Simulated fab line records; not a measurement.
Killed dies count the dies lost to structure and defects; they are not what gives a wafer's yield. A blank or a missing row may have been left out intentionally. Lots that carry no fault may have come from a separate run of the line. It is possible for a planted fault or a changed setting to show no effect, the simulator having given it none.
fab line records	flow sky130
record: lots: 4	wafers: 12	last-day: 49
route steps=708 shown LDD_LDN@292 SPACER@304 POLY_CUT@307 SD_P@320 RES_XHIGH@332 SALICIDE@361 PAD_OPEN@708
lots that met no fault: from a run of the same line without faults
start-h: the number of hours between the record's first day and the start of the first shown wafer of the lot	wait-h: hours from the lot's prior step to this one	" the same as in the row above	L1.1+2: one row covering several wafers at once	- no value, or no start was given	* or withheld: withheld	< > ~ a bound
route shown NAME@n: NAME is a module with steps in the file, n the number in the route of the first one	usual: average and standard deviation across the fault-free wafers	same: alike in all rows	chamber/n: place in a boat	sites: each site's reading	_std_site: how widely they spread, as a standard deviation	_edge_site: the outer-site mean with the inner-site mean subtracted	radius-mm: how far each site lies from the wafer's centre	mask NAME#n: copy n	behind: tool/chamber where the wafer was last shaped	hold: the reason the lot was held/the length of the hold in hours/how it ended	device: the transistor (n, p or np) that didn't switch	end of line: the route-end tests of the same wafers	step lacking rows: just its recipe	killed: count of dies lost to structure and defects at first sort (not the wafer's yield)	map: a wafer's dies, marking killed ones x, the rest . and places with no die _
set.NAME: the setting the step ran with; set.NAME@STEP: the setting that earlier step ran with	model.NAME: the simulator's own value behind a step, which no gauge read
lots seen at some steps along the route; tables by step, rows by wafer
services: the hour from which a tool's chamber was out of use, counted from the record's first day as start-h (under 0 if before that day), plus the number of hours and why
== steps ==
step: SKY_LDD_LDN_SOFTBAKE_03
recipe: temp-c: 90	time-s: 60	resist: NOVOLAK
step: SKY_LDD_LDN_EXPOSE_04
recipe: mask-id: LDNTM	na: 0.6	source-shape: conventional	sigma-outer: 0.6	polarization: unpolarized	target-cd-nm: 700	dose-mj: 140
step: SKY_LDD_LDN_PEB_05
recipe: temp-c: withheld	time-s: *	resist: NOVOLAK
step: SKY_LDD_LDN_DEVELOP_06
recipe: resist: NOVOLAK	developer: TMAH	develop-time-s: 60	dev-temp-c: 23
step: SKY_LDD_LDN_IMPLANT_08
recipe: species: As	energy-kev: 15	dose-cm2: 1.25e+13	tilt-deg: withheld	rotation-deg: 23
step: SKY_LDD_LDN_IMPLANT_09
recipe: species: As	energy-kev: 14.88	dose-cm2: 1.25e+13	tilt-deg: withheld	rotation-deg: 113
step: SKY_LDD_LDN_IMPLANT_10
recipe: species: As	energy-kev: 15	dose-cm2: 1.25e+13	tilt-deg: withheld	rotation-deg: 203
step: SKY_LDD_LDN_IMPLANT_11
recipe: species: As	energy-kev: 15	dose-cm2: 1.25e+13	tilt-deg: withheld	rotation-deg: 293
step: SKY_LDD_LDN_STRIP_12
recipe: chemistry: O2/N2	power-w: 1400	pressure-mtorr: 1500	platen-temp-c: withheld	o2-flow-sccm: 3000	n2-flow-sccm: 300	overash-fraction: 0.5
step: SKY_LDD_LDN_CLEAN_14
recipe: chemistry: SC1/SC2	mix: 1:4:20	temp-c: 70	time-s: 150	dry: n2-spin
step: SKY_SPACER_CVD_00
recipe: material: Si3N4	precursor: DCS/NH3	target-thk-nm: 43.1	temp-c: 770	time-s: 740	pressure-mtorr: 250
usual: spike-tc-bottom-C: 789.3/1.5	spike-tc-centre-C: 770.3/1	spike-tc-lower-C: 770.8/1.6	spike-tc-top-C: 782.2/1.4	spike-tc-upper-C: 769.2/1.3	susceptor-temp-C: 770.0/0.32
same: time-s: 740
lot.wafer	tool	chamber	start-h	wait-h	spike-tc-bottom-C	spike-tc-centre-C	spike-tc-lower-C	spike-tc-top-C	spike-tc-upper-C	susceptor-temp-C	model.Si3N4_of_SPACER_CVD_00.thk-nm
L677.2	lpcvd-02	0	580.93	0.0	786.9	770.5	772.2	783.5	769.3	770.1	43.55
L677.3	"	0	"	"	787.3	770.8	772.9	781.1	770.4	770.0	43.55
L677.6	"	0	"	"	789.2	769.9	771.1	781.3	769.8	770.2	43.48
L680.1	lpcvd-02	1	615.70	0.3	789.5	771.4	769.0	785.2	768.1	770.0	43.53
L680.4	"	1	"	"	791.7	769.9	770.7	782.4	768.6	769.9	43.54
L680.5	"	1	"	"	790.8	770.1	769.9	783.2	768.7	769.8	43.12
L687.1	lpcvd-02	0	679.21	0.1	798.7	781.7	782.9	791.2	781.0	779.8	52.12
L687.3	"	0	"	"	799.9	781.2	782.6	791.9	781.0	780.0	52.26
L687.5	"	0	"	"	797.3	779.5	780.2	792.2	781.5	780.2	52.19
L688.2	lpcvd-02	1	686.64	0.0	800.0	782.8	779.4	794.9	779.0	780.8	52.85
L688.4	"	1	"	"	800.1	782.4	780.0	793.1	778.7	779.8	52.8
L688.6	"	1	"	"	800.8	782.9	782.0	791.5	778.2	780.5	52.69
step: SKY_SPACER_THK_MEAS_01
recipe: reads: Si3N4_of_SPACER_CVD_00
usual: SPACER_CVD_00_THK: 43.2/0.39
lot.wafer	tool	chamber	start-h	wait-h	hold	SPACER_CVD_00_THK[nm]
L677.2	film-metro-02	-	582.14	0.0	-	43.5
L677.3	"	-	"	"	-	43.5
L677.6	"	-	"	"	-	43.5
L680.1	film-metro-03	-	616.90	0.0	-	43.5
L680.4	"	-	"	"	-	43.5
L680.5	"	-	"	"	-	43.2
L687.1	film-metro-02	-	680.42	0.0	await-dispo/0.2h/release	52.1
L687.3	"	-	"	"	await-dispo/0.2h/release	52.3
L687.5	"	-	"	"	await-dispo/0.2h/release	52.2
L687.1	film-metro-02	-	680.65	0.2	-	52.1
L687.3	"	-	"	"	-	52.2
L687.5	"	-	"	"	-	52.2
L688.2	film-metro-04	-	687.86	0.0	await-dispo/0.2h/release	52.8
L688.4	"	-	"	"	await-dispo/0.2h/release	52.8
L688.6	"	-	"	"	await-dispo/0.2h/release	52.7
L688.2	film-metro-04	-	688.09	0.2	-	52.9
L688.4	"	-	"	"	-	52.8
L688.6	"	-	"	"	-	52.7
step: SKY_SPACER_ETCHBACK_02
recipe: chemistry: CH3F/O2	target: Si3N4	stop-on: SiO2	source-w: 400	bias-w: 80	pressure-mtorr: 25	ch3f-flow-sccm: 40	O2_flow_sccm: 30	time-s: 46.7	target-depth-a: 450
usual: drypump-motor-current-A: 5.7/0.44	oes-product-au: 0.856/0.0061	throttle-valve-pct: 10.564/0.0091
same: time-s: 46.7
lot.wafer	tool	chamber	start-h	wait-h	hold	drypump-motor-current-A	oes-product-au	rf-hours-counter-h	throttle-valve-pct	model.etch.depth-nm
L677.2	rie-diel-02	1	582.19	0.0	-	6.2	0.862	41	10.557	43.55
L677.3	"	3	"	"	-	6.4	0.864	30	10.569	43.55
L677.6	"	0	"	"	-	5.7	0.858	-	10.577	43.48
L680.1	rie-diel-02	1	616.96	0.1	-	6.1	0.861	42	10.548	43.53
L680.4	"	3	"	"	-	6.5	0.860	30	10.557	43.54
L680.5	"	2	"	"	-	5.9	0.860	-	10.569	43.12
L687.1	rie-diel-03	2	691.70	11.0	await-dispo/11.0h/release	5.8	0.947	2	10.592	52.12
L687.3	"	3	"	"	await-dispo/11.0h/release	5.6	0.962	18	10.583	52.26
L687.5	"	0	"	"	await-dispo/11.0h/release	5.6	0.955	-	10.581	52.19
L688.2	rie-diel-02	3	693.14	5.0	await-dispo/5.0h/release	6.4	0.961	32	10.573	52.85
L688.4	"	1	"	"	await-dispo/5.0h/release	6.1	0.968	-	10.577	52.8
L688.6	"	2	"	"	await-dispo/5.0h/release	5.9	0.960	-	10.581	52.69
step: SKY_POLY_CUT_DEHYDRATE_00
recipe: temp-c: 200	time-s: 60
step: SKY_POLY_CUT_HMDS_01
recipe: prime-time-s: 60	prime-temp-c: 120
step: SKY_POLY_CUT_COAT_02
recipe: resist: BARC	temp-c: withheld	time-s: withheld	spin-rpm: 3000	resist-thk-nm: 60
step: SKY_POLY_CUT_COAT_03
recipe: resist: KrF-thick	spin-rpm: 3000	resist-thk-nm: 450
step: SKY_POLY_CUT_SOFTBAKE_04
recipe: temp-c: 100	time-s: 90	resist: KrF-thick
step: SKY_POLY_CUT_EXPOSE_05
recipe: mask-id: NPCM	na: 0.8	source-shape: annular	sigma-inner: 0.55	sigma-outer: 0.85	target-cd-nm: 270	dose-mj: 32
step: SKY_POLY_CUT_PEB_06
recipe: peb-temp-c: withheld	peb-time-s: withheld	resist: KrF-thick
step: SKY_POLY_CUT_DEVELOP_07
recipe: develop-time-s: 60	resist: KrF-thick	dev-temp-c: 21
step: SKY_POLY_CUT_ETCH_10
recipe: chemistry: N2/H2	target: BARC	ion-energy-ev: 200	source-w: 500	bias-w: 98.83	pressure-mtorr: 30	n2-flow-sccm: 100	h2-flow-sccm: 200	stop-on: SiO2	time-s: 45.9	target-depth-a: 600
step: SKY_POLY_CUT_ETCH_11
recipe: target: Si3N4	chemistry: CF4/CH2F2/Ar	stop-on: poly-Si	source-w: 600	bias-w: 150	pressure-mtorr: 40	cf4-flow-sccm: 40	ch2f2-flow-sccm: 20	Ar_flow_sccm: 150	time-s: 42.5	target-depth-a: 600
step: SKY_POLY_CUT_STRIP_12
recipe: chemistry: O2/N2	power-w: 1400	pressure-mtorr: 1500	platen-temp-c: withheld	o2-flow-sccm: 3000	n2-flow-sccm: 300	overash-fraction: 0.5
step: SKY_SD_P_DEHYDRATE_00
recipe: temp-c: 200	time-s: 60
step: SKY_SD_P_HMDS_01
recipe: prime-time-s: 60	prime-temp-c: 120
step: SKY_SD_P_COAT_02
recipe: resist: NOVOLAK	spin-rpm: 3000	resist-thk-nm: 1140
step: SKY_SD_P_SOFTBAKE_03
recipe: temp-c: 90	time-s: 60	resist: NOVOLAK
step: SKY_SD_P_EXPOSE_04
recipe: mask-id: PSDM	na: 0.6	source-shape: conventional	sigma-outer: 0.6	polarization: unpolarized	target-cd-nm: 380	dose-mj: 138
step: SKY_SD_P_PEB_05
recipe: temp-c: withheld	time-s: *	resist: NOVOLAK
step: SKY_SD_P_DEVELOP_06
recipe: resist: NOVOLAK	developer: TMAH	develop-time-s: 60	dev-temp-c: 23
step: SKY_SD_P_IMPLANT_09
recipe: species: BF2	energy-kev: 20.27	dose-cm2: 3e+15	tilt-deg: 0
step: SKY_SD_P_STRIP_10
recipe: chemistry: O2/N2	power-w: 1400	pressure-mtorr: 1500	platen-temp-c: withheld	o2-flow-sccm: 3000	n2-flow-sccm: 300	overash-fraction: 0.5
step: SKY_RES_XHIGH_DEHYDRATE_00
recipe: temp-c: 200	time-s: 60
step: SKY_RES_XHIGH_HMDS_01
recipe: prime-time-s: 60	prime-temp-c: 120
step: SKY_SALICIDE_CLEAN_00
recipe: chemistry: HF-last	time-s: 30	dilution: 100:1	dry: ipa-marangoni
same: time-s: 30
lot.wafer	tool	chamber	start-h	wait-h	model.Si3N4_of_SPACER_CVD_00.thk-nm
L677.2+3	wet-bench-04	1	700.50	0.1	42.58
L677.6	"	1	"	"	42.5
L680.1+4	wet-bench-02	3	733.33	0.1	42.56
L680.5	"	3	"	"	42.15
L687.1	wet-bench-01	1	792.80	0.1	51.15
L687.3	"	1	"	"	51.3
L687.5	"	1	"	"	51.22
L688.2	wet-bench-02	3	799.44	0.1	51.85
L688.4	"	3	"	"	51.8
L688.6	"	3	"	"	51.69
step: SKY_PAD_OPEN_PROBE_99
usual: killed_at_M0_to_M3: 42/6.3	killed_at_M4_up: 2.8/1.9	killed-at-contacts: 23/5.3	killed-at-front-end: 16/4.3	killed-at-other: 0.2/0.51	killed-dies: 84/9.3	killed-open: 46/7.6	killed-short: 38/6.3
same: gross-dies: 492	killed-at-back-side: 0
lot.wafer	tool	chamber	start-h	wait-h	killed_at_M0_to_M3	killed_at_M4_up	killed-at-contacts	killed-at-front-end	killed-at-other	killed-dies	killed-open	killed-short	model.etest.pfet_01v8.r-on-ohm-um	model.etest.nfet-g5v0d10v5.r-on-ohm-um	model.etest.sonos-uncharged.r-on-ohm-um	model.etest.pfet_01v8.drive-ua-um	model.etest.pfet_01v8_hvt.drive-ua-um	model.etest.sram-pfet-latch.drive-ua-um	model.etest.pfet_01v8_mvt.drive-ua-um	model.etest.pfet_01v8_lvt.drive-ua-um
L677.2	prober-01	-	1118.41	0.1	39	3	23	11	0	76	39	37	3068	1933	820.9	179.6	132.7	133.3	141.5	168.3
L677.3	prober-01	-	1118.46	0.2	47	4	14	14	0	79	34	45	3009	1907	813.2	183.6	133.6	136.8	142.5	170.5
L677.6	prober-01	-	1118.61	0.2	37	0	17	8	0	62	36	26	3056	1909	813.5	179.8	131.4	130.9	141.2	168.8
L680.1	prober-01	-	1140.70	0.1	39	3	23	15	0	80	47	33	2854	1906	806	199.5	148.4	145	155.1	172.8
L680.4	prober-01	-	1140.85	0.2	52	5	25	13	0	95	55	40	2920	1937	822	190.8	141.6	139.6	151.2	171.7
L680.5	prober-01	-	1140.90	0.2	44	5	29	14	0	92	50	42	2813	1897	797.6	199.6	149.7	149.9	156.6	174.9
L687.1	prober-02	-	1177.95	0.1	41	4	30	20	0	95	50	43	3266	1960	870.7	168	124.7	124.8	138.3	162
L687.3	prober-02	-	1178.05	0.2	43	2	25	18	1	89	43	44	3172	1949	857.6	175	127.8	130.4	140.8	162.7
L687.5	prober-02	-	1178.15	0.2	31	3	23	9	0	66	28	38	3287	1937	859.3	168.2	122.8	119.5	137.8	162.4
L688.2	prober-02	-	1185.95	0.1	51	3	21	12	1	88	55	33	3241	1940	883.9	172.6	124.3	129.1	143.3	165.5
L688.4	prober-02	-	1186.05	0.2	47	1	19	14	0	81	38	43	3222	1944	877.9	173.6	124.9	124.5	141.9	164.9
L688.6	prober-02	-	1186.15	0.2	46	1	14	12	0	73	42	30	3246	1953	863.7	171.4	124.3	123.6	141	165
killed by level:class
L677.2 VIA1:geometric-particle:open=10 CONTACT:geometric-particle:open=8 METAL1:geometric-particle:short=7 VIA2:geometric-particle:open=6 POLY_GATE:geometric-particle:short=5 LOCAL_INTERCONNECT:geometric-particle:short=5 VIA3:geometric-particle:open=5 CONTACT:geometric-particle:short=4
L677.3 METAL2:geometric-particle:short=11 VIA1:geometric-particle:open=10 METAL1:geometric-particle:short=7 VIA2:geometric-particle:open=7 CONTACT:geometric-particle:open=5 FIELD_ISO:geometric-particle:short=4 LOCAL_INTERCONNECT:geometric-particle:short=4 VIA1:geometric-particle:short=4
L677.6 VIA1:geometric-particle:open=8 CONTACT:geometric-particle:open=6 METAL1:geometric-particle:short=5 LI_CONTACT:geometric-particle:open=4 LOCAL_INTERCONNECT:geometric-particle:short=4 VIA1:geometric-particle:short=4 VIA2:geometric-particle:open=4 POLY_GATE:geometric-particle:open=3
L680.1 CONTACT:geometric-particle:open=13 VIA1:geometric-particle:open=8 VIA1:geometric-particle:short=8 FIELD_ISO:geometric-particle:open=7 METAL2:geometric-particle:short=4 LI_CONTACT:geometric-particle:open=4 VIA2:geometric-particle:open=4 POLY_GATE:geometric-particle:open=3
L680.4 VIA1:geometric-particle:open=10 VIA3:geometric-particle:open=10 VIA2:geometric-particle:open=9 LI_CONTACT:geometric-particle:open=7 CONTACT:geometric-particle:open=7 CONTACT:geometric-particle:short=6 LOCAL_INTERCONNECT:geometric-particle:short=5 METAL1:geometric-particle:short=5
L680.5 CONTACT:geometric-particle:open=15 VIA1:geometric-particle:short=8 LOCAL_INTERCONNECT:geometric-particle:short=7 VIA1:geometric-particle:open=7 VIA2:geometric-particle:open=6 FIELD_ISO:geometric-particle:open=4 POLY_GATE:geometric-particle:short=4 LI_CONTACT:geometric-particle:open=4
L687.1 CONTACT:geometric-particle:open=14 FIELD_ISO:geometric-particle:short=9 VIA2:geometric-particle:open=8 METAL1:geometric-particle:short=8 VIA1:geometric-particle:open=7 LI_CONTACT:geometric-particle:open=5 VIA2:geometric-particle:short=5 LOCAL_INTERCONNECT:geometric-particle:short=4
L687.3 VIA2:geometric-particle:open=8 LI_CONTACT:geometric-particle:open=7 CONTACT:geometric-particle:open=7 METAL2:geometric-particle:short=7 CONTACT:geometric-particle:short=6 FIELD_ISO:geometric-particle:open=5 METAL1:geometric-particle:short=5 VIA3:geometric-particle:open=5
L687.5 VIA1:geometric-particle:open=8 CONTACT:geometric-particle:short=7 CONTACT:geometric-particle:open=5 LI_CONTACT:geometric-particle:short=4 METAL1:geometric-particle:short=4 VIA2:geometric-particle:open=4 VIA3:geometric-particle:short=3 LI_CONTACT:geometric-particle:open=3
L688.2 CONTACT:geometric-particle:open=9 LI_CONTACT:geometric-particle:open=8 VIA2:geometric-particle:open=8 METAL2:geometric-particle:short=8 VIA3:geometric-particle:open=8 VIA1:geometric-particle:open=7 FIELD_ISO:geometric-particle:short=5 METAL3:geometric-particle:short=5
L688.4 METAL2:geometric-particle:short=8 VIA1:geometric-particle:open=7 VIA3:geometric-particle:short=7 LI_CONTACT:geometric-particle:open=6 VIA2:geometric-particle:open=6 POLY_GATE:geometric-particle:open=5 CONTACT:geometric-particle:short=5 VIA3:geometric-particle:open=5
L688.6 VIA3:geometric-particle:open=10 VIA2:geometric-particle:open=9 VIA1:geometric-particle:open=7 LI_CONTACT:geometric-particle:open=6 METAL1:geometric-particle:short=4 VIA3:geometric-particle:short=4 METAL3:geometric-particle:short=4 FIELD_ISO:geometric-particle:open=3
== services ==
tool	chamber	start-h	hours	kind
rie-diel-03	2	556.99	-	clean
rie-diel-03	2	556.99	20.9	scheduled-down
rie-diel-03	2	556.99	20.9	vent-cycle
rie-diel-03	-	573.81	0.8	repair
rie-diel-03	0	577.89	-	clean
lpcvd-02	-	607.18	6.1	pm
rie-diel-02	-	608.28	0.9	repair
rie-diel-02	2	629.19	10.3	repair
lpcvd-02	-	630.06	2.8	pm
rie-diel-02	0	654.42	16.7	repair
rie-diel-02	0	671.17	-	clean
rie-diel-02	0	671.17	22.3	scheduled-down
rie-diel-02	0	671.17	22.3	vent-cycle
rie-diel-03	1	678.69	3.0	repair
rie-diel-02	1	696.65	7.3	repair
rie-diel-03	1	713.13	6.5	repair
rie-diel-02	3	713.90	2.2	repair
wet-bench-04	-	723.59	4.0	repair
rie-diel-02	3	730.84	21.7	repair
rie-diel-02	1	753.66	39.3	repair
lpcvd-02	-	767.97	6.0	pm
rie-diel-02	1	793.00	-	clean
rie-diel-02	1	793.00	39.6	scheduled-down
rie-diel-02	1	793.00	39.6	vent-cycle
== key ==
first-sign: step: SKY_SPACER_CVD_00	reading: susceptor-temp-C	direction: up	sigmas: 32	usual: *	struck: *
effect: step: SKY_SPACER_CVD_00	reading: spike-tc-centre-C	direction: up	sigmas: 11	usual: 770.3	struck: 781.8
effect: step: SKY_SPACER_THK_MEAS_01	reading: visit	direction: added
effect: step: SKY_SPACER_THK_MEAS_01	reading: SPACER_CVD_00_THK	direction: up	sigmas: 24	usual: 43.2	struck: 52.5
effect: step: SKY_SPACER_ETCHBACK_02	reading: oes-product-au	direction: up	sigmas: 17	usual: 0.856	struck: 0.959
model-effect: step: SKY_SPACER_CVD_00	value: Si3N4_of_SPACER_CVD_00.thk-nm	without: 43.06	struck: 52.48
model-effect: step: SKY_SPACER_ETCHBACK_02	value: etch.depth-nm	without: 43.06	struck: 52.48
model-effect: step: SKY_SALICIDE_CLEAN_00	value: Si3N4_of_SPACER_CVD_00.thk-nm	without: 42.08	struck: 51.5
model-effect: step: SKY_PAD_OPEN_PROBE_99	value: etest.pfet_01v8.r-on-ohm-um	without: 2948	struck: 3239
met-at SKY_SPACER_CVD_00
struck-wafers L687.1,L687.3,L687.5,L688.2,L688.4,L688.6
tester-left-out L687,L688
onset-between 615.70 679.21
fault: kind: process-parameter-drift	tool: lpcvd-02	chamber: -	onset-h: 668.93	steps: SKY_SPACER_CVD_00	channel: temp-c	offset: *	shape: step	end-h: 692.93	acts-in: *	stated: *
tester-left-out: of these lots the tester's yield and bins aren't shown, on N5 and GAA mostly nor the transistor test; their killed dies are dies lost to structure and defects alone, not to doping, threshold or leakage, so they don't give the yield
